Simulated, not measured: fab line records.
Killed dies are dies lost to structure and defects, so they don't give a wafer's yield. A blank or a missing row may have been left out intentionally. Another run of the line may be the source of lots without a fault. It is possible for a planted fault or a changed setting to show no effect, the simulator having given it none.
Which tool did it? | flow sky130 | 33 wafers from 11 lots sampled at 4 of the route's 708 steps

WHAT EACH GAUGE READ, for each wafer
SKY_GATE_OXIDE_THK_MEAS_02.
lot  | measured     | on           | GATE_OXIDE_OXIDATION_00_THK (nm)
L319 | day 12 11:22 | filmMetro-02 | 10.29 10.46 10.57
L320 | day 12 21:54 | filmMetro-02 | 10.05 10.09 9.81
L321 | day 13 07:43 | filmMetro-01 | 9.99 10.11 10.04
L323 | day 13 22:37 | filmMetro-03 | 10.14 10.06 10.22
L324 | day 14 06:31 | filmMetro-02 | 10.06 9.83 10.08
L325 | day 14 16:58 | filmMetro-03 | 10.28 10.13 10.27
L326 | day 15 06:08 | filmMetro-03 | 10.40 10.25 10.23
L331 | day 17 03:08 | filmMetro-01 | 10.25 10.27 10.28
L333 | day 18 13:59 | filmMetro-03 | 4.08 4.02 3.92
L336 | day 18 15:28 | filmMetro-03 | 3.93 3.80 3.73
L340 | day 19 12:16 | filmMetro-03 | 9.92 10.09 10.17

SKY_VIA1_THK_MEAS_01.
lot  | measured     | on           | VIA1_HDPCVD_THK (nm)
L319 | day 32 19:29 | filmMetro-03 | 992 1011 1008
L320 | day 33 00:36 | filmMetro-04 | 990 990 1006
L321 | day 33 03:01 | filmMetro-03 | 989 1001 1009
L323 | day 33 20:11 | filmMetro-04 | 990 979 993
L324 | day 34 19:45 | filmMetro-03 | 1003 1017 1011
L325 | day 34 21:23 | filmMetro-04 | 1003 1005 981
L326 | day 35 05:26 | filmMetro-04 | 976 981 976
L331 | day 36 18:55 | filmMetro-01 | 1012 988 1000
L333 | day 38 05:56 | filmMetro-04 | 1003 1006 1023
L336 | day 38 10:11 | filmMetro-03 | 991 994 989
L340 | day 39 00:31 | filmMetro-03 | 1008 1001 999

TOOL THAT RAN EACH LOT (tool first, then ch and the chambers of the sampled wafers, then the start)
lot  | SKY_FIELD_ISO_ETCH_14            | SKY_GATE_OXIDE_OXIDATION_01
L319 | rieDiel-02 ch 0,1, day 2 05:55   | furnace-02 ch 0, day 12 09:58
L320 | rieDiel-04 ch 0,1,2, day 2 09:19 | furnace-01 ch 0, day 12 20:29
L321 | rieDiel-01 ch 1,3, day 2 14:44   | furnace-01 ch 0, day 13 06:19
L323 | rieDiel-01 ch 0,1,2, day 3 01:46 | furnace-02 ch 0, day 13 21:12
L324 | rieDiel-02 ch 0,2,3, day 3 07:47 | furnace-01 ch 0, day 14 05:07
L325 | rieDiel-02 ch 0,1,2, day 3 13:01 | furnace-02 ch 0, day 14 15:32
L326 | rieDiel-01 ch 0,2, day 3 17:37   | furnace-01 ch 0, day 15 04:43
L331 | rieDiel-02 ch 1,2,3, day 4 19:43 | furnace-02 ch 0, day 17 01:43
L333 | rieDiel-04 ch 0,2,3, day 5 12:11 | furnace-01 ch 0, day 18 12:34
L336 | rieDiel-01 ch 2,3, day 5 21:47   | furnace-01 ch 0, day 18 13:59
L340 | rieDiel-01 ch 0,1,3, day 6 17:43 | furnace-02 ch 0, day 19 10:51
- SKY_FIELD_ISO_ETCH_14: etches BARC in N2/H2, stops on SiO2, time 45.9 s, target depth 60 nm.
- SKY_GATE_OXIDE_OXIDATION_01: stabilise 600 s, purge 300 s, target thk 10.268 nm.

WHAT THE TOOLS THEMSELVES READ (means of the sampled wafers that have a number; where no wafer has one, the mark that the record gives instead)
SKY_FIELD_ISO_ETCH_14.
lot  | tool       | drypumpMotorCurrentA (A) | oesProductAu (a.u.) | throttleValvePct (%)
L319 | rieDiel-02 | 5.6                      | 0.858               | 13.217
L320 | rieDiel-04 | 6.0                      | 0.856               | 13.216
L321 | rieDiel-01 | 6.1                      | 0.855               | 13.224
L323 | rieDiel-01 | 5.8                      | 0.852               | 13.225
L324 | rieDiel-02 | 6.0                      | 0.850               | 13.226
L325 | rieDiel-02 | 5.8                      | 0.854               | 13.229
L326 | rieDiel-01 | 5.8                      | 0.857               | 13.230
L331 | rieDiel-02 | 6.2                      | 0.856               | 13.216
L333 | rieDiel-04 | 5.5                      | 0.853               | 13.225
L336 | rieDiel-01 | 6.3                      | 0.854               | 13.223
L340 | rieDiel-01 | 5.8                      | 0.854               | 13.230

SKY_GATE_OXIDE_OXIDATION_01.
lot  | tool       | spikeTcBottomC (C) | spikeTcCentreC (C) | spikeTcLowerC (C) | spikeTcTopC (C) | spikeTcUpperC (C) | tubeCenterTempC (C) | tube_center_temp_C_max | zonePowerBottomPct (%) | zonePowerCentrePct (%) | zonePowerLowerPct (%) | zonePowerTopPct (%) | zonePowerUpperPct (%)
L319 | furnace-02 | 916.6              | 900.6              | 900.9             | 909.8           | 899.6             | 900.00              | 902.0                  | 30.2                   | 18.69                  | 18.69                 | 35.4                | 19.9
L320 | furnace-01 | 921.3              | 902.0              | 901.1             | 913.0           | 899.6             | 899.99              | 902.3                  | 27.9                   | 18.93                  | 18.83                 | 32.2                | 20.1
L321 | furnace-01 | 920.7              | 902.1              | 900.1             | 913.8           | 900.0             | 899.95              | 902.2                  | 27.9                   | 19.00                  | 18.95                 | 32.3                | 20.3
L323 | furnace-02 | 916.1              | 900.9              | 900.4             | 912.5           | 898.4             | 900.07              | 902.5                  | 30.2                   | 18.68                  | 18.86                 | 35.1                | 19.9
L324 | furnace-01 | 920.1              | 900.3              | 900.7             | 913.9           | 899.4             | 900.00              | 902.2                  | 28.0                   | 18.98                  | 18.75                 | 32.1                | 20.5
L325 | furnace-02 | 916.0              | 900.8              | 900.2             | 911.8           | 899.8             | 900.01              | 902.5                  | 30.2                   | 18.79                  | 18.76                 | 35.1                | 19.7
L326 | furnace-01 | 920.7              | 900.8              | 900.6             | 914.4           | 900.5             | 900.04              | 902.1                  | 27.8                   | 18.88                  | 18.86                 | 32.2                | 20.4
L331 | furnace-02 | 916.8              | 900.7              | 901.0             | 912.1           | 900.0             | 900.06              | 902.3                  | 30.4                   | 18.56                  | 18.88                 | 35.3                | 19.9
L333 | furnace-01 | 842.5              | 822.2              | 821.2             | 835.8           | 820.7             | 820.31              | 822.9                  | 22.7                   | 15.77                  | 15.51                 | 27.9                | 16.8
L336 | furnace-01 | 841.8              | 820.5              | 820.0             | 836.3           | 820.2             | 820.40              | 822.5                  | 23.2                   | 15.86                  | 15.39                 | 28.2                | 16.8
L340 | furnace-02 | 916.5              | 899.9              | 900.4             | 912.2           | 899.6             | 900.07              | 902.3                  | 30.1                   | 18.63                  | 18.70                 | 35.2                | 19.8

THE ANSWER, worked out from the rows above alone
Rule: the usual values come from the lots themselves. The widest of any qualifying gaps counts: lots, ordered by their means at a reading, are off when they make up no more than a third of the lots, leave a main group of 4 or more, and stand apart from it by 3 or more times the standard deviation of that group's means. The tables above print the reading to a certain number of digits; a main group whose means all agree to those digits is not used. Also off: a lot with no number at a reading for which 4 or more lots have one. All remaining lots with rows at the step are treated as sound. First the gauges in route order, then the tools' own readings, where a lot's mean is used as printed above. The first step at which some lot is off is used, and at that step the reading that is off furthest; a lot without a number counts as furthest.
Off: L333, L336, at SKY_GATE_OXIDE_THK_MEAS_02 (GATE_OXIDE_OXIDATION_00_THK). The main group: mean 10.16 nm, standard deviation 0.15.
A tool fits if, at a process step before that reading, it ran every lot that is off, and no sound lot after the first of them. Not tried: the gauges at SKY_GATE_OXIDE_THK_MEAS_02; whatever is off there is also off at SKY_GATE_OXIDE_OXIDATION_01, on other tools, and gauge error can't account for it. One fits: SKY_GATE_OXIDE_OXIDATION_01 on furnace-01. A fault onset in the window from L326 (day 15 04:43, its last sound lot) to L333 (day 18 12:34, its first lot off) fits.
The tool's own readings at SKY_GATE_OXIDE_OXIDATION_01 bear it out: on the lots that are off they differ by more than 5 times the standard deviation of the sound lots' means. spikeTcBottomC reads 842.1 C there against 918.3 C on the sound lots; spikeTcCentreC reads 821.4 C there against 900.9 C on the sound lots; spikeTcLowerC reads 820.6 C there against 900.6 C on the sound lots; spikeTcTopC reads 836.0 C there against 912.6 C on the sound lots; spikeTcUpperC reads 820.5 C there against 899.7 C on the sound lots; tubeCenterTempC reads 820.36 C there against 900.02 C on the sound lots; tube_center_temp_C_max reads 822.7 there against 902.3 on the sound lots; zonePowerBottomPct reads 22.9 % there against 29.2 % on the sound lots; zonePowerCentrePct reads 15.81 % there against 18.79 % on the sound lots; zonePowerLowerPct reads 15.45 % there against 18.81 % on the sound lots; zonePowerUpperPct reads 16.8 % there against 20.1 % on the sound lots.

WHAT THE SIMULATOR PUT IN
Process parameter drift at SKY_GATE_OXIDE_OXIDATION_01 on furnace-01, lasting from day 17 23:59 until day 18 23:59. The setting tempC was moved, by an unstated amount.
Struck lots among those shown: L333, L336. This agrees with what the rule above found.
